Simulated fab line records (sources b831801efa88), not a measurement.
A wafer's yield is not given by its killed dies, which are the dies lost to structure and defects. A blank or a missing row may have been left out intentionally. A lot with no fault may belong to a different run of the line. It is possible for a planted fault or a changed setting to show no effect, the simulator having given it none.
Which tool is to blame? / flow sfq_line / 21 wafers from 7 lots sampled at 4 of the route's 325 steps

WHAT EACH GAUGE READ, for each wafer
SFQ_I7_BOW_MEAS_946.
lot=L958; measured=day 71 07:50; on=film_metro-04; I7_BOW (um)=1 -3 -1
lot=L960; measured=day 75 01:15; on=film_metro-04; I7_BOW (um)=19 25 17
lot=L962; measured=day 77 09:53; on=film_metro-03; I7_BOW (um)=8 15 13
lot=L964; measured=day 77 15:52; on=film_metro-04; I7_BOW (um)=32 33 29
lot=L966; measured=day 77 18:52; on=film_metro-01; I7_BOW (um)=8 9 15
lot=L975; measured=day 79 11:26; on=film_metro-01; I7_BOW (um)=22 17 6
lot=L980; measured=day 80 00:31; on=film_metro-04; I7_BOW (um)=-7 -14 2

WHICH TOOL RAN EACH LOT (tool, then ch and the chambers of the sampled wafers, then the start)
lot=L958; SFQ_TRILAYER_I4_VIA_BARC_OPEN_VIA_ETCH_146=rie_diel-01 ch 1,2,3, day 46 21:55; SFQ_TRILAYER_M6_BARC_OPEN_METAL_ETCH_206=rie_metal-04 ch 0, day 61 08:36; SFQ_TRILAYER_I6_VIA_BARC_OPEN_VIA_ETCH_235=rie_diel-04 ch 1,2,3, day 67 08:32
lot=L960; SFQ_TRILAYER_I4_VIA_BARC_OPEN_VIA_ETCH_146=rie_diel-01 ch 1,3, day 47 00:19; SFQ_TRILAYER_M6_BARC_OPEN_METAL_ETCH_206=rie_metal-01 ch 0,1, day 64 02:14; SFQ_TRILAYER_I6_VIA_BARC_OPEN_VIA_ETCH_235=rie_diel-04 ch 0,1,2, day 71 04:59
lot=L962; SFQ_TRILAYER_I4_VIA_BARC_OPEN_VIA_ETCH_146=rie_diel-02 ch 1,2,3, day 53 16:15; SFQ_TRILAYER_M6_BARC_OPEN_METAL_ETCH_206=rie_metal-01 ch 1, day 71 19:23; SFQ_TRILAYER_I6_VIA_BARC_OPEN_VIA_ETCH_235=rie_diel-01 ch 2,3, day 73 13:23
lot=L964; SFQ_TRILAYER_I4_VIA_BARC_OPEN_VIA_ETCH_146=rie_diel-01 ch 0,2,3, day 53 23:27; SFQ_TRILAYER_M6_BARC_OPEN_METAL_ETCH_206=rie_metal-01 ch 1, day 71 21:47; SFQ_TRILAYER_I6_VIA_BARC_OPEN_VIA_ETCH_235=rie_diel-01 ch 1,3, day 73 19:23
lot=L966; SFQ_TRILAYER_I4_VIA_BARC_OPEN_VIA_ETCH_146=rie_diel-02 ch 0,1,3, day 54 10:52; SFQ_TRILAYER_M6_BARC_OPEN_METAL_ETCH_206=rie_metal-04 ch 0,1, day 72 00:11; SFQ_TRILAYER_I6_VIA_BARC_OPEN_VIA_ETCH_235=rie_diel-01 ch 0,2,3, day 73 21:47
lot=L975; SFQ_TRILAYER_I4_VIA_BARC_OPEN_VIA_ETCH_146=rie_diel-02 ch 0,2, day 61 09:48; SFQ_TRILAYER_M6_BARC_OPEN_METAL_ETCH_206=rie_metal-01 ch 0,1, day 74 00:11; SFQ_TRILAYER_I6_VIA_BARC_OPEN_VIA_ETCH_235=rie_diel-01 ch 1,2, day 75 03:47
lot=L980; SFQ_TRILAYER_I4_VIA_BARC_OPEN_VIA_ETCH_146=rie_diel-01 ch 0,1,3, day 63 10:31; SFQ_TRILAYER_M6_BARC_OPEN_METAL_ETCH_206=rie_metal-01 ch 0,1, day 74 09:49; SFQ_TRILAYER_I6_VIA_BARC_OPEN_VIA_ETCH_235=rie_diel-01 ch 0,2,3, day 75 12:11
- SFQ_TRILAYER_I4_VIA_BARC_OPEN_VIA_ETCH_146: etches BARC in O2, target depth 125 nm, time 41.7 s.
- SFQ_TRILAYER_M6_BARC_OPEN_METAL_ETCH_206: etches BARC in O2, target depth 125 nm, time 41.7 s.
- SFQ_TRILAYER_I6_VIA_BARC_OPEN_VIA_ETCH_235: etches BARC in O2, target depth 125 nm, time 41.7 s.

THE ANSWER, worked out from the rows above alone
Rule: the lots themselves supply what counts as usual. The widest of any qualifying gaps counts: lots, ordered by their means at a reading, are off when they make up no more than a third of the lots, leave a main group of 4 or more, and stand apart from it by 3 or more times the standard deviation of that group's means. Not used: any main group whose means are identical at the precision the tables above print for the reading. Also off: a lot with no number at a reading for which 4 or more lots have one. The other lots that the step has rows for count as sound.
None of the lots is off at any reading shown; this tells nothing.

WHAT THE SIMULATOR HAD PUT IN
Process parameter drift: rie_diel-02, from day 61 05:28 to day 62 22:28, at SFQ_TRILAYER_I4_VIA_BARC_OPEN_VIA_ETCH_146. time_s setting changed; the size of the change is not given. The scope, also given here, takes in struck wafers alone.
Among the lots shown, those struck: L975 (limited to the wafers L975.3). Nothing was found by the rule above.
